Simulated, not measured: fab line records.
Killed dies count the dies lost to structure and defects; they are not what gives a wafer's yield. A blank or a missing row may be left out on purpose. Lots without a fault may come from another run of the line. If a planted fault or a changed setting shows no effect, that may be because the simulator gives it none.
A lot that was struck, set against a sound lot :: flow sfqLine :: 21 out of 325 route steps
Sound: wafers L838.3, L838.5, L838.6. Wafers struck: L832.1, L832.3, L832.4. Last of all comes the cause.
For every step that has rows: the tool of each side, followed by ch and its chambers, followed by its first start. Under that, the readings that differ: sound wafers :: struck wafers :: difference of the means :: sigmas: that difference in standard deviations of wafers without a fault.
alike: readings with means less than 2 such deviations apart, plus words and numbers identical on both sides. not compared: withheld readings, readings lacking a value on some wafer, bounds such as >300 that could conceal the same value, and numbers that have no deviation in the record and whose values overlap.
A row with sigmas, a row that says differs or no value, or rows on one side alone: a step with any of these is where the two part. Non-overlapping numbers with no deviation appear without sigmas and do not part them. A reading that every wafer of one side lacks parts them only if that side has two wafers or more.

first, 1 step without rows for these wafers: SFQ_TRILAYER_JJ_TRILAYER_DEP_AL_OXIDATION_111 (oxidation time 600 s).
SFQ_TRILAYER_JJ_TRILAYER_DEP_SPUTTER_112: material Nb, target thk 170 nm, time 113.3 s.
  sound: pvdSputter-05 at day 66 17:13; struck: pvdSputter-06 at day 59 20:02
  alike: chamberPressurePa, throttleValvePct
SFQ_JJ_RS_MEAS_929: a four-point-probe measurement.
  sound: filmMetro-04 at day 66 17:20; struck: filmMetro-04 at day 59 20:08
  alike: JJ_NB_RS
then, 6 steps without rows for these wafers: SFQ_TRILAYER_JJ_CE_LITHO_COAT_119 (resist thk 62 nm); SFQ_TRILAYER_JJ_CE_LITHO_COAT_114 (resist thk 608.3 nm); SFQ_TRILAYER_JJ_CE_LITHO_SOFTBAKE_118; SFQ_TRILAYER_JJ_CE_LITHO_EXPOSE_115 (exposes mask J5, target cd 700 nm); SFQ_TRILAYER_JJ_CE_LITHO_PEB_117 (peb time 60 s); SFQ_TRILAYER_JJ_CE_LITHO_DEVELOP_116 (time 60 s).
SFQ_JJ_OVL_MEAS_931:
  sound: overlay-02 at day 66 19:45; struck: overlay-01 at day 60 01:01
  alike: J5_OVL
SFQ_TRILAYER_JJ_CE_METRO_MEASURE_117:
  sound: cdSem-02 at day 66 20:10; struck: cdSem-02 at day 60 01:03
  alike: cdNm
SFQ_TRILAYER_JJ_CE_BARC_OPEN_RIE_150: chemistry O2, target BARC, target depth 240 nm, time 80 s.
  sound on rieMetal-01 ch 0,1, day 66 21:00; struck on rieMetal-02 ch 0,1, day 60 02:15
  no value came back on the struck wafers for any of 5 readings (biasW (W), chamberPressureMTorr (mTorr) and others); on the sound wafers biasW (W) reads 80.05 79.90 79.75
  not compared: rfHoursCounterH
SFQ_TRILAYER_JJ_CE_ETCH_RIE_118: chemistry SF6, target Nb, stops on Al2O3, time 97.7 s, target depth 170 nm.
  sound on rieMetal-01 ch 0,1, day 66 21:06; struck on rieMetal-02 ch 0,1, day 60 02:20
reading: oesProductAu (a.u.)
sound: 0.996 0.986 0.981
struck: 0.370 0.370 0.378
difference: -0.615
sigmas: -99 or more
  alike: biasW, chamberPressureMTorr, drypumpMotorCurrentA, heBacksideLeakSccm
  not compared: rfHoursCounterH
next, for these wafers, 1 step has no rows: SFQ_TRILAYER_JJ_ANODIZE_ANODIZE_119.
SFQ_TRILAYER_JJ_CE_STRIP_STRIP_120: strips in O2.
  sound on rieMetal-01 ch 0,1, day 66 21:52; struck on rieMetal-01 ch 0,1, day 60 02:57
  alike: drypumpMotorCurrentA, heBacksideLeakSccm, oesProductAu
  not compared: rfHoursCounterH
then, 4 steps without rows for these wafers: SFQ_TRILAYER_JJ_CE_STRIP_SOLV_CLEAN_121 (cleans in NMP, time 600 s); SFQ_TRILAYER_M5_LITHO_COAT_128 (resist thk 62 nm); SFQ_TRILAYER_M5_LITHO_COAT_123 (resist thk 600 nm); SFQ_TRILAYER_M5_LITHO_SOFTBAKE_127.
SFQ_TRILAYER_M5_LITHO_EXPOSE_124: exposes mask M5, target cd 700 nm.
  sound on krfScanner-01 ch 0, day 67 01:57; struck on krfScanner-01, day 60 04:31
  no value came back on the struck wafers for exposureDoseMJCm2, focusOffsetNm (nm), reticleTempC (C); on the sound wafers exposureDoseMJCm2 reads 14.399 14.391 14.388
  alike: mask
then, 1 step without rows for these wafers: SFQ_TRILAYER_M5_LITHO_PEB_126 (peb time 60 s).

WHERE THEY PART
Last at SFQ_TRILAYER_M5_LITHO_EXPOSE_124 as far as this record goes, first at SFQ_TRILAYER_JJ_CE_BARC_OPEN_RIE_150.

WHY: what had been put in by the simulator
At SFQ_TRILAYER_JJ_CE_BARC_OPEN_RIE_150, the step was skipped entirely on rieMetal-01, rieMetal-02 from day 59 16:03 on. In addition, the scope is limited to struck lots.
